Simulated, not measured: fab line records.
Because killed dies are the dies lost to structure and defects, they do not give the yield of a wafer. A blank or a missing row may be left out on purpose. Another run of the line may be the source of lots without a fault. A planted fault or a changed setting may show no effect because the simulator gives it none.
A lot that was struck, set against a sound lot -- flow sky130 -- 23 out of 708 route steps
Sound: these wafers, L616.2, L616.4, L616.5. Struck: wafer L627.1 (L627.2, L627.3, from the same lot, were not struck and are left out); the cause is given at the end.
For every step that has rows: the tool of each side, followed by ch and its chambers, followed by its first start. Under that, the readings that differ: sound wafers -- struck wafers -- difference of the means -- sigmas: that difference in standard deviations of wafers without a fault.
alike: readings whose means differ by less than 2 such deviations, and words and numbers that are the same on both sides. not compared: withheld readings, readings that some wafer has no value for, bounds like >300 that may hide the same value, and numbers for which the record gives no deviation and whose values overlap.
The two part at a step that has a row with sigmas, a row that says differs or no value, or rows on one side only. Non-overlapping numbers with no deviation appear without sigmas and do not part them. A reading that every wafer of one side lacks parts them only if that side has two wafers or more.

SKY_METAL1_ETCH_18: etches BARC in N2/H2, stops on SiO2, time 45.9 s, target depth 60 nm.
  sound on rie metal-03 ch 0,1, day 34 11:14; struck on rie metal-04 ch 1, day 38 04:23
reading,sound,struck,difference,sigmas
drypump motor current A (A),5.1 5.1 5.0,6.3,+1.2,+2
  alike: h2 flow sccm, oes product au, throttle valve pct
  not compared: rf hours counter h
SKY_METAL1_METAL_ETCH_19: etches the open film in Cl2/BCl3, stops on SiO2, target depth 360 nm, time 78 s.
  sound on rie metal-03 ch 0,1, day 34 11:19; struck on rie metal-04 ch 1, day 38 04:30
reading,sound,struck,difference,sigmas
drypump motor current A (A),5.1 5.1 4.9,6.3,+1.3,+2
oes product au (a.u.),0.860 0.846 0.853,0.842,-0.011,-2
  alike: throttle valve pct
  not compared: rf hours counter h
SKY_METAL1_STRIP_20: strips in O2/N2.
  sound on plasma asher-02 ch 0,1, day 34 11:24; struck on plasma asher-02 ch 0, day 38 04:41
reading,sound,struck,difference,sigmas
strip time to endpoint s (s),2.61 2.65 2.63,2.75,+0.12,+3
  alike: drypump motor current A, oes product au
  not compared: rf hours counter h
then, 4 steps without rows for these wafers: SKY_METAL1_STRIP_21 (strips in post etch residue remover, time 1200 s); SKY_METAL1_CLEAN_22 (cleans in IPA, time 180 s); SKY_METAL1_CLEAN_23 (cleans in O3/DIW); SKY_VIA1_HDPCVD_00 (deposits SiO2, target thk 1030 nm, time 171.7 s).
SKY_VIA1_THK_MEAS_01:
  struck on film metro-04, day 38 05:26; sound on film metro-02, day 34 12:11
  alike: VIA1_HDPCVD_THK
SKY_VIA1_CMP_02: polishes SiO2.
  sound on cmp-02 ch 0,1,2, day 34 12:20; struck on cmp-01 ch 0, day 38 05:33
  alike: motor current A, platen rpm, retaining ring pressure frac
SKY_VIA1_BOW_MEAS_03:
  struck on film metro-01, day 38 05:48; sound on film metro-01, day 34 12:34
  alike: VIA1_BOW
then, 2 steps without rows for these wafers: SKY_VIA1_DEHYDRATE_04 (time 60 s); SKY_VIA1_HMDS_05 (prime time 60 s).
SKY_VIA1_COAT_06: resist thk 60 nm.
  sound on litho track-04 ch 0, day 35 02:11; struck on litho track-03 ch 0, day 38 18:05
  alike: dispense pressure kPa
then, 5 steps without rows for these wafers: SKY_VIA1_COAT_07 (resist thk 450 nm); SKY_VIA1_SOFTBAKE_08 (time 90 s); SKY_VIA1_EXPOSE_09 (exposes mask VIM, target cd 150 nm); SKY_VIA1_PEB_10; SKY_VIA1_DEVELOP_11 (develop time 60 s).
SKY_VIA1_CD_MEAS_12: target cd 150 nm.
  struck on cd sem-01, day 39 07:19; sound on cd sem-01, day 35 14:59
  alike: cd nm
SKY_VIA1_OVL_MEAS_13:
  struck on overlay-01, day 39 07:26; sound on overlay-01, day 35 15:05
  alike: VIA1_OVL
SKY_VIA1_ETCH_14: etches BARC in N2/H2, stops on SiO2, time 45.9 s, target depth 60 nm.
  sound on rie diel-01 ch 0,1,2, day 35 15:07; struck on rie diel-03 ch 0, day 39 07:29
reading,sound,struck,difference,sigmas
h2 flow sccm (sccm),200.4 200.1 198.6,201.3,+1.6,+3
oes product au (a.u.),0.854 0.856 0.859,0.820,-0.036,-9
model.etch.depth nm (nm),60.1 59.85 60.22,56.64,-3.42,
  alike: drypump motor current A, throttle valve pct
  not compared: rf hours counter h
SKY_VIA1_ETCH_15: etches SiO2 in C4F8/O2/Ar, stops on TiN, target depth 351 nm, time 54 s.
  sound on rie diel-01 ch 0,1,2, day 35 15:09; struck on rie diel-03 ch 0, day 39 07:31
reading,sound,struck,difference,sigmas
oes product au (a.u.),0.975 0.981 0.974,0.987,+0.010,+2
  not compared: rf hours counter h
-- the record jumps here: 10 days lie between the struck wafers' starts before and after (it left off in module VIA1 and takes up again in module PAD_OPEN, whose first step shown is number 708 of the route) --
SKY_PAD_OPEN_PROBE_99:
  the record has rows for the struck wafers here (prober-02, day 49 17:59) and none for the sound ones

## WHERE THEY PART
Last at SKY_PAD_OPEN_PROBE_99 as far as this record goes, first at SKY_METAL1_ETCH_18.

WHY: what the simulator had put in
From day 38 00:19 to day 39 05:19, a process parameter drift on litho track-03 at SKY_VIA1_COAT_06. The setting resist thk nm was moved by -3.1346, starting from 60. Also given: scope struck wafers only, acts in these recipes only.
